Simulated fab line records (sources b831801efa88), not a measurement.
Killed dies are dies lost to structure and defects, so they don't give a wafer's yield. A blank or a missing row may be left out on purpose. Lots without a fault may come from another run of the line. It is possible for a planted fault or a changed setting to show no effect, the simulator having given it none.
Which tool is to blame? | flow gf180mcu | 7 lots with 21 wafers sampled at 3 steps, on a route of 602 steps

WHAT THE GAUGES READ, wafer by wafer
GF_TOP_METAL_CD_MEAS_14: the cd target is 440 nm.
lot  | measured     | on        | cd nm (nm)
L808 | day 28 10:16 | cd sem-02 | 438.8 439.5 439.5
L812 | day 29 14:34 | cd sem-01 | 439.8 441.1 440.9
L814 | day 30 05:08 | cd sem-01 | 441.1 441.6 440.3
L817 | day 31 00:50 | cd sem-01 | 444.4 444.7 446.4
L821 | day 32 04:58 | cd sem-01 | 443.1 443.9 444.2
L824 | day 32 23:27 | cd sem-01 | 437.8 439.3 436.4
L829 | day 33 23:55 | cd sem-02 | 440.6 441.9 442.7

TOOL THAT RAN EACH LOT (tool first, then ch and the chambers of the sampled wafers, then the start)
lot  | GF_CONTACT_STRIP_18                  | GF_TOP_METAL_SPUTTER_00
L808 | plasma asher-03 ch 0,1, day 16 11:28 | pvd sputter-04, day 27 14:37
L812 | plasma asher-03 ch 0,1, day 17 22:16 | pvd sputter-04, day 28 19:25
L814 | plasma asher-02 ch 0,1, day 18 13:34 | pvd sputter-03, day 29 10:08
L817 | plasma asher-02 ch 0,1, day 19 17:51 | pvd sputter-04, day 30 07:20
L821 | plasma asher-03 ch 0,1, day 21 09:22 | pvd sputter-02, day 31 11:58
L824 | plasma asher-03 ch 0,1, day 22 11:25 | pvd sputter-02, day 32 07:01
L829 | plasma asher-03 ch 0,1, day 23 21:37 | pvd sputter-03, day 33 08:34
- GF_CONTACT_STRIP_18: strips in O2/N2.
- GF_TOP_METAL_SPUTTER_00: material Ti, target thk 37.5 nm, time 150 s.

THE ANSWER, worked out from the rows above alone
Rule: usual is defined by the lots themselves. Put in order of their means at a reading, lots are off if they are a third of the lots or fewer, leave a main group of 4 or more, and stand apart from it by a gap of 3 or more times the standard deviation of the main group's means; of several such gaps the widest counts. If all means in a main group match to the digits the tables above print for the reading, that group is not used. Also off: a lot with no number at a reading for which 4 or more lots have one. The other lots that the step has rows for count as sound.
No lot is off on any of the readings shown, so nothing can be concluded from this.

WHAT THE SIMULATOR HAD PUT IN
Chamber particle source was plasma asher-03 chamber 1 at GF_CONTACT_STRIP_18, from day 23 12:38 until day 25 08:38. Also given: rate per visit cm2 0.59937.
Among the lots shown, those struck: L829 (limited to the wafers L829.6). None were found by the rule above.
